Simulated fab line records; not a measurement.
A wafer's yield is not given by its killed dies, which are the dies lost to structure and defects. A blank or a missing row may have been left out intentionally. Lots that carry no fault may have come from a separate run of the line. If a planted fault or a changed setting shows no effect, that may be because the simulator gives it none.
2 desks, one fault | flow gf180mcu | numbers are kept per desk, each desk with only its own; the story behind them comes last

METROLOGY DESK
What the gauges read for every lot (on any tool): the sampled wafers with a number, averaged. Any lot whose mean is over 4 standard deviations away from the usual mean is out of limits and marked OUT; that distance is given in the brackets.
Columns: A = cdNm at GF_SAB_CD_MEAS_09, usual 419.5 nm; B = SALICIDE_TIN_RS at GF_SALICIDE_RS_MEAS_04, usual 16.30 ohm/sq
lot  | first seen here | A     | B
L270 | day 15 08:13    | 419.4 | 16.37
L269 | day 15 10:55    | 417.3 | 15.97
L271 | day 15 17:52    | 420.7 | 16.94
L272 | day 16 09:11    | 417.7 | 16.44
L276 | day 17 14:37    | 420.5 | 16.29
L277 | day 17 21:29    | 418.7 | 16.31
L278 | day 18 06:39    | 420.3 | 16.33
L283 | day 20 08:32    | 420.8 | 17.25
L285 | day 20 22:53    | 418.7 | 16.35
L289 | day 22 03:58    | 418.2 | 16.17
L290 | day 22 14:55    | 417.4 | 16.18
L291 | day 22 21:58    | 418.2 | 15.96
L292 | day 23 04:51    | 413.6 | 16.24
This desk's verdict: no lot among the 13 shows anything out of limits.

AT THE TOOL OWNER'S DESK: pvdSputter-04
The tool's own readings at GF_SALICIDE_SPUTTER_02 (material Co, target thk 10 nm, time 20 s): means of the sampled wafers that have a number, for each lot that ran on this tool. Any lot whose mean is over 4 standard deviations away from the usual mean is out of limits and marked OUT; that distance is given in the brackets.
Columns: A = throttleValvePct at GF_SALICIDE_SPUTTER_02, usual 30.0 %
lot  | first seen here | A
L270 | day 15 08:39    | 29.9
L272 | day 16 09:51    | 30.5
L276 | day 17 15:06    | 30.0
L277 | day 17 21:57    | 30.6
L278 | day 18 07:06    | 30.0
L283 | day 20 09:10    | 29.9
This desk's verdict: no lot among the 6 shows anything out of limits.

BROUGHT TOGETHER
At the metrology desk, nothing out of limits was observed.
Nothing out of limits was seen by the tool owner's desk.

WHAT THE SIMULATOR HAD PUT IN
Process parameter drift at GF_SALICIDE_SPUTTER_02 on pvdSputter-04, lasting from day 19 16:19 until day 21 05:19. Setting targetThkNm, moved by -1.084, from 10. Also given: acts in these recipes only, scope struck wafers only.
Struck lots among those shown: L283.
